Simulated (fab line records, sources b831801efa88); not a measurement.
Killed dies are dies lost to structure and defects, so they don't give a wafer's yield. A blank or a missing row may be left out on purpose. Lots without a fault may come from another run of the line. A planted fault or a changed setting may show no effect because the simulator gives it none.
Split-lot experiment | flow gf180mcu | 5 lots, 23 wafers read, on a route of 602 steps

THE SPLIT
At GF_M2_PEB_12 (peb time 90 s), the setting peb_time_s was moved away from the recipe's 90 s on 8 of the 23 wafers read, by -14.8% to +10.0%. The other wafers ran this setting at the recipe's value.

FROM THE SPLIT TO THE READING: what the file shows between them, 1 step
- GF_M2_DEVELOP_13: develop time 60 s

THE READING
cd_nm, in nm, at GF_M2_CD_MEAS_14 (target cd 280 nm). Fault-free wafers of this fab line usually give 279.5 nm, standard deviation 0.89 nm.

wafer  | tool, chamber at the split | peb_time_s as run, s | against the recipe | cd_nm, nm | against lot-mates on the recipe
L076.3 | litho_track-01, 0          | 90                   | recipe             | 280.1     | -
L076.4 | litho_track-01, 0          | 90                   | recipe             | 279.1     | -
L076.5 | litho_track-01, 0          | 90                   | recipe             | 279.1     | -
L078.1 | litho_track-01, 0          | 99.02                | +10.0%             | 278.0     | -3.1
L078.2 | litho_track-01, 0          | 90                   | recipe             | 280.9     | -
L078.4 | litho_track-01, 0          | 90                   | recipe             | 280.7     | -
L078.5 | litho_track-01, 0          | 99.02                | +10.0%             | 278.6     | -2.5
L078.6 | litho_track-01, 0          | 90                   | recipe             | 281.7     | -
L079.1 | litho_track-04, 0          | 76.64                | -14.8%             | 282.2     | +3.4
L079.2 | litho_track-04, 0          | 76.64                | -14.8%             | 282.2     | +3.4
L079.3 | litho_track-04, 0          | 90                   | recipe             | 278.9     | -
L079.5 | litho_track-04, 0          | 90                   | recipe             | 278.2     | -
L079.6 | litho_track-04, 0          | 90                   | recipe             | 279.4     | -
L082.1 | litho_track-01, 0          | 90                   | recipe             | 279.7     | -
L082.2 | litho_track-01, 0          | 90                   | recipe             | 279.8     | -
L082.3 | litho_track-01, 0          | 82.54                | -8.3%              | 281.9     | +2.1
L082.5 | litho_track-01, 0          | 90                   | recipe             | 279.9     | -
L082.6 | litho_track-01, 0          | 82.54                | -8.3%              | 281.6     | +1.8
L083.1 | litho_track-01, 0          | 90                   | recipe             | 279.4     | -
L083.2 | litho_track-01, 0          | 90                   | recipe             | 280.4     | -
L083.3 | litho_track-01, 0          | 90                   | recipe             | 278.9     | -
L083.4 | litho_track-01, 0          | 86.27                | -4.1%              | 280.0     | +0.4
L083.5 | litho_track-01, 0          | 86.27                | -4.1%              | 279.1     | -0.5

THE FIT
A straight line over all 23 wafers: cd_nm changes by -0.164 nm for each +1% of peb_time_s; r = -0.76; the points scatter about the line by 0.83 nm.
The same after taking each lot's own level away (the mean of its wafers on the recipe; 23 wafers): -0.237 nm for each +1%; r = -0.94; scatter 0.52 nm.
On that fit, the largest move of peb_time_s shifts the reading by 3.5 nm.
The lots' own levels span 278.83 to 281.10 nm, that is 2.5 times the standard deviation above.
So the lot-to-lot level blurs the effect unless lot-mates are compared.
Check: with one of the wafers moved furthest among these (-14.8%) left out of the fit, the line predicts +3.39 nm for it against its lot-mates. It came out at +3.37 nm against them.

OTHER SPLITS ON THESE WAFERS
These wafers also went through other splits before the reading. Each is held against what the fit with the lots' levels taken away leaves over:
other split on the same wafers       | wafers away from the commonest value | r with cd_nm (lot level and that fit taken away)
GF_SAB_CVD_00 rf_w                   | 9                                    | +0.25
GF_CONTACT_CMP_04 leave_above_ref_nm | 8                                    | -0.01
GF_CONTACT_COAT_09 resist_thk_nm     | 9                                    | +0.11
GF_CONTACT_DEVELOP_13 develop_time_s | 3                                    | -0.04
GF_M1_SPUTTER_00 chamber_pressure_pa | 15                                   | +0.26
GF_M1_SPUTTER_01 power_w             | 12                                   | -0.17
GF_V1_CMP_04 leave_above_ref_nm      | 6                                    | +0.08
GF_V1_ETCH_16 source_w               | 9                                    | +0.06
GF_V1_SPUTTER_21 time_s              | 9                                    | +0.03
GF_M2_SPUTTER_04 chamber_pressure_pa | 10                                   | +0.21

THE FILE'S OWN FIT
cd_nm changes by -0.232 nm for each +1% of peb_time_s, r = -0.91.
